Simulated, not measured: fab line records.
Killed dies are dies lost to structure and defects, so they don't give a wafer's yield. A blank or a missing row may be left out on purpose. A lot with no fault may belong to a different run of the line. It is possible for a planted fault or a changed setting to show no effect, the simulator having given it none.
fab line records | flow gf180mcu
[record] lots = 14 wafers = 42 lastDay = 34
route steps=602 shown MVSD@77 VT_IMPLANT@119 DUAL_GATE@144 POLY_GATE@157
lots that met no fault: from a run of the same line without faults
startH: hours from the record's first day to the start of the lot's first wafer shown | waitH: how many hours have passed since the lot's step before this one | " as in the row above | L1.1+2: several wafers, shown together as one row | - value missing, or start not given | * or withheld: withheld | < > ~ a bound
route shown NAME@n: names a module that has steps shown in the file, with the first one's number in the route | usual: mean/standard deviation of fault-free wafers | same: alike in all rows | chamber/n: place in a boat | sites: readings site by site | _std_site: how widely they spread, as a standard deviation | _edge_site: mean of outer sites minus mean of inner sites | radiusMm: for every site, how far away it sits from the centre of the wafer | mask NAME#n: copy n | behind: the most recent tool/chamber to have shaped the wafer | hold: what put the lot on hold/how long, in hours/how the hold closed | device: the transistor (n, p or np) that didn't switch | end of line: the route-end tests of the same wafers | a step with no rows: only its recipe | killed: the dies lost at the first sort to structure and to defects; this is not the yield of the wafer | map: a wafer's dies, x killed, . not, _ none there
set.NAME: the setting as run; set.NAME@STEP: as run at that earlier step | model.NAME: the simulator's own value behind a step, which no gauge read
a sample of lots followed through the steps of the route, with each step as a table and each wafer as a row
services: from which hour (startH, from the record's first day; less than 0 if before it) a tool's chamber was out of use, for how many hours, and why
[[steps]]
[step GF_MVSD_TW_MEAS_11]
[usual] MVSD_TW = 1580/7.2
// columns lot.wafer tool chamber startH waitH MVSD_TW
L506.1 filmMetro-03 - 83.82 0.1 1578
L506.4 " - " " 1578
L506.6 " - " " 1578
L507.1 filmMetro-04 - 87.78 0.1 1593
L507.2 " - " " 1603
L507.5 " - " " 1598
L508.1 filmMetro-03 - 92.98 0.1 1572
L508.5 " - " " 1574
L508.6 " - " " 1570
L509.1 filmMetro-02 - 103.46 0.1 1588
L509.2 " - " " 1595
L509.6 " - " " 1590
L511.1 filmMetro-04 - 112.11 0.1 1583
L511.5 " - " " 1581
L511.6 " - " " 1573
L513.2 filmMetro-03 - 118.12 0.1 1582
L513.3 " - " " 1579
L513.4 " - " " 1579
L515.1 filmMetro-03 - 132.26 0.1 1579
L515.3 " - " " 1583
L515.5 " - " " 1583
L516.1 filmMetro-03 - 138.62 0.1 1574
L516.3 " - " " 1576
L516.4 " - " " 1576
L517.1 filmMetro-02 - 143.07 0.1 1588
L517.5 " - " " 1586
L517.6 " - " " 1583
L518.1 filmMetro-03 - 153.22 0.1 1581
L518.2 " - " " 1583
L518.5 " - " " 1583
L520.1 filmMetro-04 - 173.66 0.1 1577
L520.2 " - " " 1569
L520.6 " - " " 1584
L524.2 filmMetro-03 - 192.23 0.1 1588
L524.4 " - " " 1583
L524.6 " - " " 1576
L525.1 filmMetro-03 - 196.12 0.1 1580
L525.2 " - " " 1586
L525.4 " - " " 1581
L529.1 filmMetro-02 - 216.37 0.1 1593
L529.2 " - " " 1581
L529.6 " - " " 1583
[step GF_VT_IMPLANT_OVL_MEAS_29]
[usual] VT_IMPLANT_02_OVL = 0.2/1.3
// columns lot.wafer tool chamber startH waitH VT_IMPLANT_02_OVL[nm]
L506.1 overlay-01 - 140.42 0.1 1.1
L506.4 " - " " 0.9
L506.6 " - " " 0.2
L507.1 overlay-01 - 145.04 0.1 0.1
L507.2 " - " " 1.3
L507.5 " - " " -0.9
L508.1 overlay-02 - 148.93 0.1 -0.9
L508.5 " - " " -1.8
L508.6 " - " " -0.3
L509.1 overlay-02 - 162.38 0.1 0.9
L509.2 " - " " -0.1
L509.6 " - " " -0.1
L511.1 overlay-02 - 173.17 0.1 1.0
L511.5 " - " " 0.9
L511.6 " - " " -0.9
L513.2 overlay-02 - 179.97 0.1 -0.1
L513.3 " - " " -0.7
L513.4 " - " " 1.3
L515.1 overlay-01 - 195.88 0.1 -2.0
L515.3 " - " " -1.5
L515.5 " - " " -1.0
L516.1 overlay-01 - 202.94 0.1 -0.4
L516.3 " - " " 0.4
L516.4 " - " " 1.9
L517.1 overlay-01 - 208.93 0.1 -1.7
L517.5 " - " " -0.1
L517.6 " - " " 0.1
L518.1 overlay-01 - 218.87 0.1 -0.7
L518.2 " - " " 1.8
L518.5 " - " " 0.2
L520.1 overlay-01 - 243.19 0.1 0.5
L520.2 " - " " -1.5
L520.6 " - " " -0.1
L524.2 overlay-02 - 265.04 0.1 -1.1
L524.4 " - " " 0.4
L524.6 " - " " -1.2
L525.1 overlay-02 - 268.14 0.1 -2.1
L525.2 " - " " -0.4
L525.4 " - " " -1.4
L529.1 overlay-02 - 292.24 0.1 1.7
L529.2 " - " " 1.4
L529.6 " - " " 3.0
[step GF_DUAL_GATE_THK_MEAS_03]
[recipe] reads = SiO2_of_DUAL_GATE_OXIDATION_02
[usual] DUAL_GATE_OXIDATION_00_THK = 10.86/0.18
// columns lot.wafer tool chamber startH waitH DUAL_GATE_OXIDATION_00_THK[nm]
L506.1 filmMetro-01 - 158.69 0.0 10.84
L506.4 " - " " 10.80
L506.6 " - " " 10.98
L507.1 filmMetro-02 - 163.66 0.0 10.95
L507.2 " - " " 11.04
L507.5 " - " " 10.93
L508.1 filmMetro-02 - 167.56 0.0 10.75
L508.5 " - " " 10.79
L508.6 " - " " 10.93
L509.1 filmMetro-02 - 182.45 0.0 10.82
L509.2 " - " " 10.88
L509.6 " - " " 10.83
L511.1 filmMetro-02 - 194.15 0.0 10.63
L511.5 " - " " 10.76
L511.6 " - " " 10.97
L513.2 filmMetro-01 - 199.72 0.0 10.94
L513.3 " - " " 10.80
L513.4 " - " " 10.77
L515.1 filmMetro-03 - 215.86 0.0 10.67
L515.3 " - " " 10.77
L515.5 " - " " 10.68
L516.1 filmMetro-02 - 223.15 0.0 10.71
L516.3 " - " " 10.52
L516.4 " - " " 10.52
L517.1 filmMetro-02 - 230.46 0.0 10.63
L517.5 " - " " 10.94
L517.6 " - " " 10.58
L518.1 filmMetro-02 - 240.77 0.0 10.70
L518.2 " - " " 10.73
L518.5 " - " " 10.60
L520.1 filmMetro-03 - 264.64 0.0 10.81
L520.2 " - " " 10.95
L520.6 " - " " 10.84
L524.2 filmMetro-01 - 287.97 0.0 10.94
L524.4 " - " " 10.83
L524.6 " - " " 10.92
L525.1 filmMetro-03 - 289.95 0.0 10.87
L525.2 " - " " 10.64
L525.4 " - " " 10.70
L529.1 filmMetro-02 - 314.85 0.0 10.88
L529.2 " - " " 10.90
L529.6 " - " " 10.78
[step GF_POLY_GATE_CVD_00]
[recipe] material = poly-Si targetThkNm = 200 tempC = 620 timeS = 1200 pressureMtorr = 200
[usual] spikeTcUpperC = 620.2/1.3 zonePowerTopPct = 19.3/2.2
// columns lot.wafer tool chamber startH waitH spikeTcUpperC zonePowerTopPct
L506.1 lpcvd-02 0 176.29 0.0 623.0 19.5
L506.4 " 0 " " 621.9 19.6
L506.6 " 0 " " 620.4 19.2
L507.1 lpcvd-02 0 181.45 0.0 623.1 19.2
L507.2 " 0 " " 621.9 19.2
L507.5 " 0 " " 621.5 19.5
L508.1 lpcvd-01 1 185.85 0.0 618.9 18.9
L508.5 " 1 " " 619.8 18.7
L508.6 " 1 " " 620.3 18.8
L509.1 lpcvd-01 0 200.55 0.0 619.6 24.6
L509.2 " 0 " " 620.8 24.6
L509.6 " 0 " " 622.0 24.6
L511.1 lpcvd-01 1 213.56 0.5 618.4 18.8
L511.5 " 1 " " 619.8 18.6
L511.6 " 1 " " 618.6 18.9
L513.2 lpcvd-02 1 220.30 0.0 620.6 17.4
L513.3 " 1 " " 620.0 17.9
L513.4 " 1 " " 619.5 17.8
L515.1 lpcvd-02 1 237.39 0.0 619.8 17.7
L515.3 " 1 " " 618.9 17.4
L515.5 " 1 " " 619.4 17.5
L516.1 lpcvd-02 1 243.58 0.0 618.4 18.0
L516.3 " 1 " " 619.7 17.5
L516.4 " 1 " " 620.5 17.5
L517.1 lpcvd-01 0 250.45 0.0 620.7 24.3
L517.5 " 0 " " 620.9 24.9
L517.6 " 0 " " 621.4 25.3
L518.1 lpcvd-01 0 261.17 0.0 621.6 24.8
L518.2 " 0 " " 619.8 24.8
L518.5 " 0 " " 621.8 24.8
L520.1 lpcvd-02 0 285.71 0.0 621.3 19.6
L520.2 " 0 " " 622.0 19.4
L520.6 " 0 " " 620.9 19.5
L524.2 lpcvd-02 1 310.51 0.0 619.8 17.6
L524.4 " 1 " " 617.6 17.9
L524.6 " 1 " " 619.2 17.9
L525.1 lpcvd-02 1 312.82 0.0 619.2 17.6
L525.2 " 1 " " 620.5 17.7
L525.4 " 1 " " 620.4 17.9
L525.1 lpcvd-02 1 314.32 0.2 620.1 17.8
L525.2 " 1 " " 620.5 17.7
L525.4 " 1 " " 619.0 17.9
L529.1 lpcvd-01 1 338.14 0.0 621.5 19.0
L529.2 " 1 " " 619.9 19.1
L529.6 " 1 " " 619.9 18.6
L529.1 lpcvd-01 1 339.64 0.2 619.5 18.8
L529.2 " 1 " " 621.4 18.8
L529.6 " 1 " " 620.4 18.9
[step GF_POLY_GATE_THK_MEAS_01]
[recipe] reads = poly-Si_of_POLY_GATE_CVD_00
[usual] POLY_GATE_CVD_00_THK = 201.0/1.6
// columns lot.wafer tool chamber startH waitH POLY_GATE_CVD_00_THK[nm]
L506.1 filmMetro-04 - 177.62 0.0 200.7
L506.4 " - " " 199.6
L506.6 " - " " 201.2
L507.1 filmMetro-01 - 182.78 0.0 200.9
L507.2 " - " " 202.7
L507.5 " - " " 201.6
L508.1 filmMetro-04 - 187.18 0.0 199.0
L508.5 " - " " 199.2
L508.6 " - " " 198.2
L509.1 filmMetro-02 - 201.88 0.0 202.4
L509.2 " - " " 200.1
L509.6 " - " " 202.0
L511.1 filmMetro-01 - 214.89 0.0 201.2
L511.5 " - " " 201.4
L511.6 " - " " 202.0
L513.2 filmMetro-04 - 221.65 0.0 200.1
L513.3 " - " " 200.7
L513.4 " - " " 200.1
L515.1 filmMetro-02 - 238.72 0.0 200.0
L515.3 " - " " 200.1
L515.5 " - " " 200.8
L516.1 filmMetro-01 - 244.91 0.0 200.0
L516.3 " - " " 199.6
L516.4 " - " " 198.8
L517.1 filmMetro-01 - 251.78 0.0 202.4
L517.5 " - " " 204.2
L517.6 " - " " 202.6
L518.1 filmMetro-04 - 262.51 0.0 204.6
L518.2 " - " " 202.2
L518.5 " - " " 204.9
L520.1 filmMetro-01 - 287.04 0.0 201.2
L520.2 " - " " 198.7
L520.6 " - " " 200.4
L524.2 filmMetro-02 - 311.85 0.0 201.7
L524.4 " - " " 201.2
L524.6 " - " " 203.9
L525.1 filmMetro-04 - 315.67 0.0 402.0
L525.2 " - " " 400.2
L525.4 " - " " 402.3
L529.1 filmMetro-02 - 340.97 0.0 397.1
L529.2 " - " " 398.3
L529.6 " - " " 396.9
[[services]]
// columns tool chamber startH hours kind
lpcvd-01 - 194.19 6.0 pm
[[key]]
[firstSign] step = GF_POLY_GATE_CVD_00 reading = visit direction = added
[effect] step = GF_POLY_GATE_THK_MEAS_01 reading = POLY_GATE_CVD_00_THK direction = up sigmas = 99+ usual = 201.0 struck = 399.5
metAt GF_POLY_GATE_CVD_00
struckLots L525,L529
testerLeftOut L525,L529
notActingAt GF_MVSD_TW_MEAS_11,GF_VT_IMPLANT_OVL_MEAS_29,GF_DUAL_GATE_THK_MEAS_03
[fault] kind = repeatedStepWhole tool = lpcvd-01,lpcvd-02 chamber = - onsetH = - steps = GF_POLY_GATE_CVD_00 times = 1 scope = struckLotsOnly
// testerLeftOut: of these lots the tester's yield and bins aren't shown, on N5 and GAA mostly nor the transistor test; their killed dies are dies lost to structure and defects alone, not to doping, threshold or leakage, so they don't give the yield
